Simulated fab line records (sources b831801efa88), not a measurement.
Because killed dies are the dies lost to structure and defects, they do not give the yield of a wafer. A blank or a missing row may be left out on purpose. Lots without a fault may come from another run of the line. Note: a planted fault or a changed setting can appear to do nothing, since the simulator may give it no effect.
Which tool is to blame? + flow sky130 + Sampling: 9 lots, 27 wafers, 4 of 708 route steps

## WHAT THE GAUGES READ, wafer by wafer
SKY_SPACER_THK_MEAS_01.
| lot  | measured     | on           | SPACER_CVD_00_THK (nm) |
|------|--------------|--------------|------------------------|
| L421 | day 22 20:07 | filmMetro-03 | 42.2 42.9 42.2         |
| L422 | day 23 04:08 | filmMetro-02 | 42.3 42.3 42.2         |
| L423 | day 23 14:50 | filmMetro-02 | 42.2 42.7 42.7         |
| L424 | day 24 02:57 | filmMetro-02 | 42.2 42.2 42.2         |
| L431 | day 26 17:22 | filmMetro-03 | 31.6 31.6 31.8         |
| L440 | day 29 20:13 | filmMetro-04 | 42.8 42.6 42.8         |
| L441 | day 29 23:50 | filmMetro-02 | 43.1 43.1 43.0         |
| L443 | day 31 10:07 | filmMetro-02 | 42.3 41.7 42.0         |
| L444 | day 31 10:08 | filmMetro-03 | 42.0 42.7 42.1         |

## WHAT TOOL EACH LOT RAN ON (gives the tool, then ch and the chambers of the sampled wafers, and finally the start)
| lot  | SKY_LDD_HVP_STRIP_09                | SKY_LDD_LDN_STRIP_12                | SKY_SPACER_CVD_00           |
|------|-------------------------------------|-------------------------------------|-----------------------------|
| L421 | plasmaAsher-03 ch 0,1, day 21 11:49 | plasmaAsher-01 ch 0,1, day 22 18:43 | lpcvd-02 ch 1, day 22 18:55 |
| L422 | plasmaAsher-03 ch 0,1, day 21 20:37 | plasmaAsher-03 ch 0,1, day 23 02:43 | lpcvd-02 ch 0, day 23 02:56 |
| L423 | plasmaAsher-03 ch 0,1, day 22 07:37 | plasmaAsher-04 ch 0,1, day 23 13:25 | lpcvd-02 ch 1, day 23 13:37 |
| L424 | plasmaAsher-03 ch 1, day 22 18:21   | plasmaAsher-01 ch 0,1, day 24 00:34 | lpcvd-02 ch 1, day 24 01:44 |
| L431 | plasmaAsher-01 ch 0,1, day 25 07:55 | plasmaAsher-01 ch 1, day 26 13:49   | lpcvd-02 ch 1, day 26 15:33 |
| L440 | plasmaAsher-02 ch 0,1, day 28 13:30 | plasmaAsher-04 ch 0,1, day 29 18:49 | lpcvd-02 ch 0, day 29 19:01 |
| L441 | plasmaAsher-02 ch 0,1, day 28 17:42 | plasmaAsher-04 ch 0,1, day 29 22:19 | lpcvd-02 ch 0, day 29 22:38 |
| L443 | plasmaAsher-01 ch 0,1, day 30 02:31 | plasmaAsher-03 ch 0,1, day 31 06:58 | lpcvd-02 ch 1, day 31 08:55 |
| L444 | plasmaAsher-03 ch 0,1, day 30 02:50 | plasmaAsher-01 ch 0,1, day 31 07:03 | lpcvd-02 ch 1, day 31 08:55 |
- SKY_LDD_HVP_STRIP_09: strips in O2/N2.
- SKY_LDD_LDN_STRIP_12: strips in O2/N2.
- SKY_SPACER_CVD_00: deposits Si3N4 from DCS/NH3, target thk 43.1 nm, time 740 s.

## THE ANSWER, worked out from the rows above alone
Rule: the usual values come from the lots themselves. Put in order of their means at a reading, lots are off if they are a third of the lots or fewer, leave a main group of 4 or more, and stand apart from it by a gap of 3 or more times the standard deviation of the main group's means; of several such gaps the widest counts. The tables above print the reading to a certain number of digits; a main group whose means all agree to those digits is not used. Also off: a lot with no number at a reading for which 4 or more lots have one. Any other lot the step has rows for is counted as sound.
Off: at SKY_SPACER_THK_MEAS_01 (SPACER_CVD_00_THK), L431. The main group has a mean of 42.4 nm with a standard deviation of 0.32.
A tool fits if, at a process step before that reading, it ran every lot that is off, and no sound lot after the first of them. Gauges at SKY_SPACER_THK_MEAS_01: tried the same way as those tools. Of those tried, none fits.

## WHAT THE SIMULATOR PUT IN
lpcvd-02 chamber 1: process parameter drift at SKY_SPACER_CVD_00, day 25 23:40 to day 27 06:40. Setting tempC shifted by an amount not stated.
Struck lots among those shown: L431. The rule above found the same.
